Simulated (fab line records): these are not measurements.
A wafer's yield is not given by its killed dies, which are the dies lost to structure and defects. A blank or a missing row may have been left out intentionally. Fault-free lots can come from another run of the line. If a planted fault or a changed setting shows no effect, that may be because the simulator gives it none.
Chamber matching	flow gf180mcu	GF_V1_CVD_02 on pecvd-01: 3 sister chambers
The step deposits SiO2 from TEOS, target thk 850 nm, time 94.851 s. 22 wafers are shown with their chamber, then 11 later ones without.

== WAFERS, EACH WITH ITS CHAMBER ==
wafer	chamber	heater-power-w (W)
L074.1	2	641
L074.3	0	675
L074.4	1	663
L075.1	0	677
L075.3	2	702
L075.4	0	727
L078.1	1	655
L078.4	0	738
L078.6	2	573
L084.1	1	667
L084.5	0	684
L084.6	1	533
L086.1	2	691
L086.2	0	658
L086.6	1	693
L088.3	1	660
L088.5	2	677
L088.6	1	533
L090.1	1	638
L090.2	0	675
L090.3	2	643
L090.4	2	682

SIGNATURES, as means of the wafers listed above
reading	chamber 0	chamber 1	chamber 2	scatter within a chamber
heater-power-w	690.57	630.25	658.43	48.1
Rule: distance of a wafer from a chamber = root of the sum over the readings of ((wafer's reading minus chamber's mean) / reading's scatter) squared. The wafer belongs to the nearest chamber; if the next one is less than 2 further off, it can't be placed. The scatter is the square root of a quotient: the sum, over the shown wafers, of each reading's squared deviation from its chamber's mean, divided by wafers minus chambers.

== WAFERS WITH NO CHAMBER GIVEN ==
wafer	heater-power-w (W)
L090.5	721
L090.6	656
L093.4	735
L093.5	550
L093.6	645
L095.1	664
L095.4	657
L095.5	693
L097.1	558
L097.3	678
L097.5	639

== EACH ONE'S CHAMBER ==
wafer	from the rows above	in truth
L090.5	can't be placed: 0 or 2 or 1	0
L090.6	can't be placed: 2 or 1 or 0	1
L093.4	can't be placed: 0 or 2 or 1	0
L093.5	can't be placed: 1 or 2 or 0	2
L093.6	can't be placed: 2 or 1 or 0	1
L095.1	can't be placed: 2 or 0 or 1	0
L095.4	can't be placed: 2 or 1 or 0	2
L095.5	can't be placed: 0 or 2 or 1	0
L097.1	can't be placed: 1 or 2 or 0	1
L097.3	can't be placed: 0 or 2 or 1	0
L097.5	can't be placed: 1 or 2 or 0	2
0 of 11 placed correctly. Unplaceable from these rows: 11, with the true chamber sitting among the candidates in 11. 0 placed wrongly.
